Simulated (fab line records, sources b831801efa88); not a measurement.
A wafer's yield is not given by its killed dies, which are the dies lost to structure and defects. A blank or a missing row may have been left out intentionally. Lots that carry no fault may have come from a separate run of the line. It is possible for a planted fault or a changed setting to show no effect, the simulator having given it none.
Which tool did it? || flow sky130 || Sampling: 12 lots, 36 wafers, 4 of 708 route steps

## WHAT EACH GAUGE READ, for each wafer
SKY_PASSIVATION_THK_MEAS_03.
{"lot": "L385", "measured": "day 44 12:59", "on": "film-metro-01", "PASSIVATION_CVD_02_THK (nm)": "527 528 526"}
{"lot": "L386", "measured": "day 44 14:39", "on": "film-metro-01", "PASSIVATION_CVD_02_THK (nm)": "528 520 529"}
{"lot": "L387", "measured": "day 44 21:18", "on": "film-metro-02", "PASSIVATION_CVD_02_THK (nm)": "527 538 541"}
{"lot": "L389", "measured": "day 45 09:52", "on": "film-metro-04", "PASSIVATION_CVD_02_THK (nm)": "534 540 547"}
{"lot": "L392", "measured": "day 45 23:46", "on": "film-metro-02", "PASSIVATION_CVD_02_THK (nm)": "536 542 544"}
{"lot": "L395", "measured": "day 46 21:56", "on": "film-metro-02", "PASSIVATION_CVD_02_THK (nm)": "527 542 543"}
{"lot": "L396", "measured": "day 47 07:56", "on": "film-metro-04", "PASSIVATION_CVD_02_THK (nm)": "531 537 544"}
{"lot": "L397", "measured": "day 47 15:35", "on": "film-metro-01", "PASSIVATION_CVD_02_THK (nm)": "545 545 544"}
{"lot": "L398", "measured": "day 47 21:04", "on": "film-metro-02", "PASSIVATION_CVD_02_THK (nm)": "533 538 541"}
{"lot": "L399", "measured": "day 48 03:05", "on": "film-metro-04", "PASSIVATION_CVD_02_THK (nm)": "527 533 532"}
{"lot": "L400", "measured": "day 48 06:42", "on": "film-metro-01", "PASSIVATION_CVD_02_THK (nm)": "526 541 529"}
{"lot": "L407", "measured": "day 49 12:23", "on": "film-metro-02", "PASSIVATION_CVD_02_THK (nm)": "533 546 544"}

SKY_PAD_OPEN_BOW_MEAS_13.
{"lot": "L385", "measured": "day 46 09:09", "on": "film-metro-02", "PAD_OPEN_BOW (um)": "46 34 47"}
{"lot": "L386", "measured": "day 46 11:08", "on": "film-metro-02", "PAD_OPEN_BOW (um)": "43 35 38"}
{"lot": "L387", "measured": "day 46 17:51", "on": "film-metro-01", "PAD_OPEN_BOW (um)": "64 51 56"}
{"lot": "L389", "measured": "day 47 04:32", "on": "film-metro-03", "PAD_OPEN_BOW (um)": "49 48 48"}
{"lot": "L392", "measured": "day 47 18:22", "on": "film-metro-03", "PAD_OPEN_BOW (um)": "59 44 51"}
{"lot": "L395", "measured": "day 48 15:29", "on": "film-metro-02", "PAD_OPEN_BOW (um)": "32 34 35"}
{"lot": "L396", "measured": "day 48 23:51", "on": "film-metro-01", "PAD_OPEN_BOW (um)": "37 56 52"}
{"lot": "L397", "measured": "day 49 06:43", "on": "film-metro-03", "PAD_OPEN_BOW (um)": "29 34 40"}
{"lot": "L398", "measured": "day 49 11:32", "on": "film-metro-03", "PAD_OPEN_BOW (um)": "44 50 60"}
{"lot": "L399", "measured": "day 49 17:19", "on": "film-metro-03", "PAD_OPEN_BOW (um)": "41 57 58"}
{"lot": "L400", "measured": "day 49 21:04", "on": "film-metro-02", "PAD_OPEN_BOW (um)": "52 48 42"}
{"lot": "L407", "measured": "day 50 22:45", "on": "film-metro-01", "PAD_OPEN_BOW (um)": "40 41 45"}

## EACH LOT AND THE TOOL THAT RAN IT (in order: tool; ch and the chambers of the sampled wafers; start)
{"lot": "L385", "SKY_METAL3_ETCH_17": "rie-diel-04 ch 0,1,3, day 39 05:53", "SKY_METAL5_SPUTTER_04": "pvd-sputter-02, day 43 12:25"}
{"lot": "L386", "SKY_METAL3_ETCH_17": "rie-diel-04 ch 0,1,3, day 39 09:26", "SKY_METAL5_SPUTTER_04": "pvd-sputter-01, day 43 15:33"}
{"lot": "L387", "SKY_METAL3_ETCH_17": "rie-diel-02 ch 0,1,2, day 39 15:02", "SKY_METAL5_SPUTTER_04": "pvd-sputter-04, day 43 21:57"}
{"lot": "L389", "SKY_METAL3_ETCH_17": "rie-diel-02 ch 0,2,3, day 40 06:08", "SKY_METAL5_SPUTTER_04": "pvd-sputter-04, day 44 10:59"}
{"lot": "L392", "SKY_METAL3_ETCH_17": "rie-diel-04 ch 0,1, day 40 21:58", "SKY_METAL5_SPUTTER_04": "pvd-sputter-04, day 45 01:44"}
{"lot": "L395", "SKY_METAL3_ETCH_17": "rie-diel-04 ch 0,2,3, day 41 22:44", "SKY_METAL5_SPUTTER_04": "pvd-sputter-01, day 46 00:13"}
{"lot": "L396", "SKY_METAL3_ETCH_17": "rie-diel-02 ch 2,3, day 42 12:19", "SKY_METAL5_SPUTTER_04": "pvd-sputter-02, day 46 10:50"}
{"lot": "L397", "SKY_METAL3_ETCH_17": "rie-diel-02 ch 0,1,3, day 42 20:47", "SKY_METAL5_SPUTTER_04": "pvd-sputter-04, day 46 18:01"}
{"lot": "L398", "SKY_METAL3_ETCH_17": "rie-diel-02 ch 0,1,2, day 43 02:28", "SKY_METAL5_SPUTTER_04": "pvd-sputter-01, day 47 00:26"}
{"lot": "L399", "SKY_METAL3_ETCH_17": "rie-diel-04 ch 0,3, day 43 08:43", "SKY_METAL5_SPUTTER_04": "pvd-sputter-04, day 47 06:07"}
{"lot": "L400", "SKY_METAL3_ETCH_17": "rie-diel-02 ch 1,3, day 43 14:07", "SKY_METAL5_SPUTTER_04": "pvd-sputter-01, day 47 09:34"}
{"lot": "L407", "SKY_METAL3_ETCH_17": "rie-diel-03 ch 0,3, day 45 01:53", "SKY_METAL5_SPUTTER_04": "pvd-sputter-04, day 48 17:37"}
- SKY_METAL3_ETCH_17: etches SiO2 in C4F8/O2/Ar, stops on TiN, time 3.9 s, target depth 15 nm.
- SKY_METAL5_SPUTTER_04: material TiN, target thk 70 nm, time 58.3 s.

## WHAT THE TOOLS THEMSELVES READ (means of the sampled wafers that have a number; where no wafer has one, the mark that the record gives instead)
SKY_METAL3_ETCH_17.
{"lot": "L385", "tool": "rie-diel-04", "chamber-pressure-mTorr (mTorr)": 40.00, "oes-product-au (a.u.)": 0.757}
{"lot": "L386", "tool": "rie-diel-04", "chamber-pressure-mTorr (mTorr)": 40.02, "oes-product-au (a.u.)": 0.751}
{"lot": "L387", "tool": "rie-diel-02", "chamber-pressure-mTorr (mTorr)": 40.03, "oes-product-au (a.u.)": 0.753}
{"lot": "L389", "tool": "rie-diel-02", "chamber-pressure-mTorr (mTorr)": 39.98, "oes-product-au (a.u.)": 0.763}
{"lot": "L392", "tool": "rie-diel-04", "chamber-pressure-mTorr (mTorr)": 39.96, "oes-product-au (a.u.)": 0.755}
{"lot": "L395", "tool": "rie-diel-04", "chamber-pressure-mTorr (mTorr)": 40.03, "oes-product-au (a.u.)": 0.748}
{"lot": "L396", "tool": "rie-diel-02", "chamber-pressure-mTorr (mTorr)": 39.97, "oes-product-au (a.u.)": 0.757}
{"lot": "L397", "tool": "rie-diel-02", "chamber-pressure-mTorr (mTorr)": 40.02, "oes-product-au (a.u.)": 0.759}
{"lot": "L398", "tool": "rie-diel-02", "chamber-pressure-mTorr (mTorr)": 39.97, "oes-product-au (a.u.)": 0.755}
{"lot": "L399", "tool": "rie-diel-04", "chamber-pressure-mTorr (mTorr)": 39.99, "oes-product-au (a.u.)": 0.743}
{"lot": "L400", "tool": "rie-diel-02", "chamber-pressure-mTorr (mTorr)": 39.97, "oes-product-au (a.u.)": 0.749}
{"lot": "L407", "tool": "rie-diel-03", "chamber-pressure-mTorr (mTorr)": 39.97, "oes-product-au (a.u.)": 0.749}

SKY_METAL5_SPUTTER_04.
{"lot": "L385", "tool": "pvd-sputter-02", "throttle-valve-pct (%)": 28.7}
{"lot": "L386", "tool": "pvd-sputter-01", "throttle-valve-pct (%)": 30.0}
{"lot": "L387", "tool": "pvd-sputter-04", "throttle-valve-pct (%)": 30.1}
{"lot": "L389", "tool": "pvd-sputter-04", "throttle-valve-pct (%)": 30.5}
{"lot": "L392", "tool": "pvd-sputter-04", "throttle-valve-pct (%)": 30.2}
{"lot": "L395", "tool": "pvd-sputter-01", "throttle-valve-pct (%)": 29.5}
{"lot": "L396", "tool": "pvd-sputter-02", "throttle-valve-pct (%)": 29.0}
{"lot": "L397", "tool": "pvd-sputter-04", "throttle-valve-pct (%)": 30.1}
{"lot": "L398", "tool": "pvd-sputter-01", "throttle-valve-pct (%)": 29.5}
{"lot": "L399", "tool": "pvd-sputter-04", "throttle-valve-pct (%)": 30.3}
{"lot": "L400", "tool": "pvd-sputter-01", "throttle-valve-pct (%)": 29.9}
{"lot": "L407", "tool": "pvd-sputter-04", "throttle-valve-pct (%)": 30.3}

## THE ANSWER, worked out from the rows above alone
Rule: what is usual is taken from the lots themselves. Put in order of their means at a reading, lots are off if they are a third of the lots or fewer, leave a main group of 4 or more, and stand apart from it by a gap of 3 or more times the standard deviation of the main group's means; of several such gaps the widest counts. A main group whose means are all the same, to the digits that the tables above print for the reading, isn't used. A lot without any number at a reading at which 4 lots or more have one is off too. All remaining lots with rows at the step are treated as sound. The gauges are gone through in route order, then the tools' own readings, and for those a lot's mean is taken as printed above. At the first step where some lot is off, the reading lying furthest off is the one used; lots without a number count as furthest.
No lot is off at any reading shown: from this, nothing can be told.

## WHAT THE SIMULATOR HAD INSERTED
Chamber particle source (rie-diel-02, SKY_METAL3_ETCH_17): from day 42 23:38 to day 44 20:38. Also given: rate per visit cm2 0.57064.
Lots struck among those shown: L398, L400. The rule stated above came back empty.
